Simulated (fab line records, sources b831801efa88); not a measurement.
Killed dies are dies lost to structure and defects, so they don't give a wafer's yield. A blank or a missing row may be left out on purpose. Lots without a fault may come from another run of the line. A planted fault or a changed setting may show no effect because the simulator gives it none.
Which tool did it? | flow sky130 | 11 lots, 33 wafers sampled, at 1 step of a route of 708

WHAT THE GAUGES READ, wafer by wafer
SKY_CAPM_RS_MEAS_03: measures by four-point-probe.
lot  | measured     | on            | CAPM_TIN_RS (ohm/sq)
L751 | day 36 17:08 | film_metro-03 | 6.71 6.70 6.74
L752 | day 37 01:01 | film_metro-02 | 6.74 6.70 6.74
L753 | day 37 04:29 | film_metro-02 | 6.77 6.74 6.73
L757 | day 38 12:55 | film_metro-04 | 6.69 6.74 6.74
L758 | day 39 06:58 | film_metro-03 | 6.70 6.76 6.74
L759 | day 39 15:46 | film_metro-03 | 6.72 6.78 6.75
L765 | day 41 02:01 | film_metro-02 | 6.81 6.68 6.77
L769 | day 42 02:23 | film_metro-04 | 6.74 6.69 6.70
L768 | day 42 04:19 | film_metro-02 | 6.82 6.76 6.84
L770 | day 42 11:05 | film_metro-04 | 6.93 6.91 6.91
L772 | day 42 20:08 | film_metro-03 | 6.61 6.69 6.66

WHICH TOOL RAN EACH LOT (tool, then ch and the chambers of the sampled wafers, then the start)
The record holds no process step before these readings.

THE ANSWER, worked out from the rows above alone
Rule: what is usual is taken from the lots themselves. Put in order of their means at a reading, lots are off if they are a third of the lots or fewer, leave a main group of 4 or more, and stand apart from it by a gap of 3 or more times the standard deviation of the main group's means; of several such gaps the widest counts. A main group whose means are all the same, to the digits that the tables above print for the reading, isn't used. A lot without any number at a reading at which 4 lots or more have one is off too. The other lots that the step has rows for count as sound.
No lot is off at any reading shown: from this, nothing can be told.

WHAT THE SIMULATOR HAD PUT IN
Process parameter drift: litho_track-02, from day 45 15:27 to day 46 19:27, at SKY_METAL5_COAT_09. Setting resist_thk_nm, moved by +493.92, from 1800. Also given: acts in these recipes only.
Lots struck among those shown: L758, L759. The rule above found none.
